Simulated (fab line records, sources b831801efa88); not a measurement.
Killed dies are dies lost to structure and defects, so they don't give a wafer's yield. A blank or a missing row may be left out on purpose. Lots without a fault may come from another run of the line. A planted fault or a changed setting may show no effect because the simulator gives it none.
Which tool did it? | flow gf180mcu | 12 lots, 36 wafers sampled, at 4 steps of a route of 602

WHAT THE GAUGES READ, wafer by wafer
GF_V5_THK_MEAS_25: measures by xrf. Usual: V5_W_THK 370 nm, standard deviation 6.8.
lot  | measured     | on            | V5_W_THK (nm) | flag
L400 | day 27 20:45 | film_metro-02 | 372 376 377   |
L403 | day 28 13:24 | film_metro-03 | 378 376 370   |
L408 | day 30 01:15 | film_metro-01 | 370 372 364   |
L409 | day 30 13:49 | film_metro-01 | 369 367 366   |
L410 | day 30 14:30 | film_metro-02 | 360 371 367   |
L412 | day 31 09:08 | film_metro-03 | 374 376 374   |
L413 | day 31 13:54 | film_metro-03 | 374 367 374   |
L414 | day 31 22:30 | film_metro-03 | 379 377 376   |
L416 | day 32 07:29 | film_metro-02 | 376 381 375   |
L417 | day 32 20:17 | film_metro-03 | 377 374 374   |
L420 | day 33 04:56 | film_metro-02 | 382 369 370   |
L422 | day 33 14:17 | film_metro-02 | 374 377 368   |

GF_PASSIVATION_THK_MEAS_01. Usual: PASSIVATION_CVD_00_THK 999 nm, standard deviation 13.
lot  | measured     | on            | PASSIVATION_CVD_00_THK (nm) | flag
L400 | day 28 17:55 | film_metro-02 | 992 1010 1001               |
L403 | day 29 13:11 | film_metro-04 | 977 988 991                 |
L408 | day 30 21:07 | film_metro-01 | 618 640 632                 | OFF
L409 | day 31 09:15 | film_metro-01 | 632 637 659                 | OFF
L410 | day 31 10:42 | film_metro-04 | 981 981 1005                |
L412 | day 32 03:44 | film_metro-01 | 1004 1002 1011              |
L413 | day 32 07:42 | film_metro-02 | 998 1008 999                |
L414 | day 32 16:28 | film_metro-01 | 1009 1019 1019              |
L416 | day 33 00:58 | film_metro-04 | 985 990 1012                |
L417 | day 33 14:13 | film_metro-01 | 1001 996 1006               |
L420 | day 33 22:04 | film_metro-04 | 1010 1003 1021              |
L422 | day 34 06:11 | film_metro-02 | 1005 1004 1027              |

WHICH TOOL RAN EACH LOT (tool, then ch and the chambers of the sampled wafers, then the start)
lot  | GF_V5_ETCH_16                      | GF_PASSIVATION_CVD_00
L400 | rie_diel-02 ch 0,1,2, day 27 19:44 | pecvd-03 ch 0,1,2, day 28 17:50
L403 | rie_diel-02 ch 1,2, day 28 12:23   | pecvd-03 ch 0,1,2, day 29 13:07
L408 | rie_diel-02 ch 0,1,3, day 30 00:08 | pecvd-03 ch 0,1,2, day 30 21:02
L409 | rie_diel-03 ch 0,1,3, day 30 12:46 | pecvd-03 ch 0,1,2, day 31 09:10
L410 | rie_diel-03 ch 1,2,3, day 30 13:29 | pecvd-02 ch 0,1,2, day 31 10:37
L412 | rie_diel-03 ch 0,1,2, day 31 08:08 | pecvd-04 ch 0,2, day 32 03:40
L413 | rie_diel-03 ch 2,3, day 31 12:52   | pecvd-02 ch 0,2, day 32 07:37
L414 | rie_diel-02 ch 2,3, day 31 21:29   | pecvd-04 ch 0,2, day 32 16:23
L416 | rie_diel-02 ch 0,1,2, day 32 06:28 | pecvd-02 ch 0,2, day 33 00:53
L417 | rie_diel-01 ch 2,3, day 32 19:02   | pecvd-04 ch 1,2, day 33 14:08
L420 | rie_diel-03 ch 1,2,3, day 33 03:56 | pecvd-04 ch 0,2, day 33 21:59
L422 | rie_diel-01 ch 0,1,2, day 33 13:11 | pecvd-04 ch 0,1, day 34 06:05
- GF_V5_ETCH_16: etches BARC in N2/H2.
- GF_PASSIVATION_CVD_00: deposits SiO2 from TEOS, target thk 1000 nm, time 111.95 s.

WHAT THE TOOLS THEMSELVES READ (means of the sampled wafers that have a number; where no wafer has one, the mark that the record gives instead)
GF_V5_ETCH_16. Usual: drypump_motor_current_A 5.7 A, standard deviation 0.32; oes_product_au 0.855 a.u., standard deviation 0.0046; throttle_valve_pct 13.225 %, standard deviation 0.0093.
lot  | tool        | drypump_motor_current_A (A) | oes_product_au (a.u.) | throttle_valve_pct (%) | flag
L400 | rie_diel-02 | 5.5                         | 0.855                 | 13.224                 |
L403 | rie_diel-02 | 5.4                         | 0.858                 | 13.223                 |
L408 | rie_diel-02 | 5.6                         | 0.858                 | 13.221                 |
L409 | rie_diel-03 | 5.8                         | 0.854                 | 13.222                 |
L410 | rie_diel-03 | 5.9                         | 0.857                 | 13.228                 |
L412 | rie_diel-03 | 5.7                         | 0.857                 | 13.221                 |
L413 | rie_diel-03 | 6.0                         | 0.852                 | 13.226                 |
L414 | rie_diel-02 | 5.9                         | 0.854                 | 13.226                 |
L416 | rie_diel-02 | 5.5                         | 0.850                 | 13.227                 |
L417 | rie_diel-01 | 5.4                         | 0.850                 | 13.229                 |
L420 | rie_diel-03 | 5.9                         | 0.859                 | 13.216                 |
L422 | rie_diel-01 | 5.4                         | 0.855                 | 13.222                 |

GF_PASSIVATION_CVD_00. Usual: heater_power_outer_w 357 W, standard deviation 64; heater_power_w 624 W, standard deviation 92.
lot  | tool     | heater_power_outer_w (W) | heater_power_w (W) | flag
L400 | pecvd-03 | 365                      | 637                |
L403 | pecvd-03 | 398                      | 673                |
L408 | pecvd-03 | 341                      | 596                |
L409 | pecvd-03 | 387                      | 681                |
L410 | pecvd-02 | 338                      | 636                |
L412 | pecvd-04 | 323                      | 535                |
L413 | pecvd-02 | 404                      | 752                |
L414 | pecvd-04 | 296                      | 525                |
L416 | pecvd-02 | 364                      | 683                |
L417 | pecvd-04 | 340                      | 592                |
L420 | pecvd-04 | 323                      | 541                |
L422 | pecvd-04 | 326                      | 516                |

THE ANSWER, worked out from the rows above alone
Rule: a lot is off if the mean of its wafers that have a number lies more than 3 standard deviations from the usual mean. A lot without any number at a reading at which 4 lots or more have one is off too. The other lots that the step has rows for count as sound. The gauges are gone through in route order, then the tools' own readings, and for those a lot's mean is taken as printed above. The first step at which some lot is off is used, and at that step the reading that is off furthest; a lot without a number counts as furthest.
Off: L408, L409, at GF_PASSIVATION_THK_MEAS_01 (PASSIVATION_CVD_00_THK).
A tool fits if, at a process step before that reading, it ran every lot that is off, and no sound lot after the first of them. The gauges at GF_PASSIVATION_THK_MEAS_01 are tried like those tools. One fits: pecvd-03 at GF_PASSIVATION_CVD_00. Its last sound lot is L403 (day 29 13:07), its first lot that is off L408 (day 30 21:02): a fault that began between those two fits.

WHAT THE SIMULATOR HAD PUT IN
Process parameter drift: pecvd-03, from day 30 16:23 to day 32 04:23, at GF_PASSIVATION_CVD_00. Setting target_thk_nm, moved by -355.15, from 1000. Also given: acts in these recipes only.
Lots struck among those shown: L408, L409. The rule above found the same.
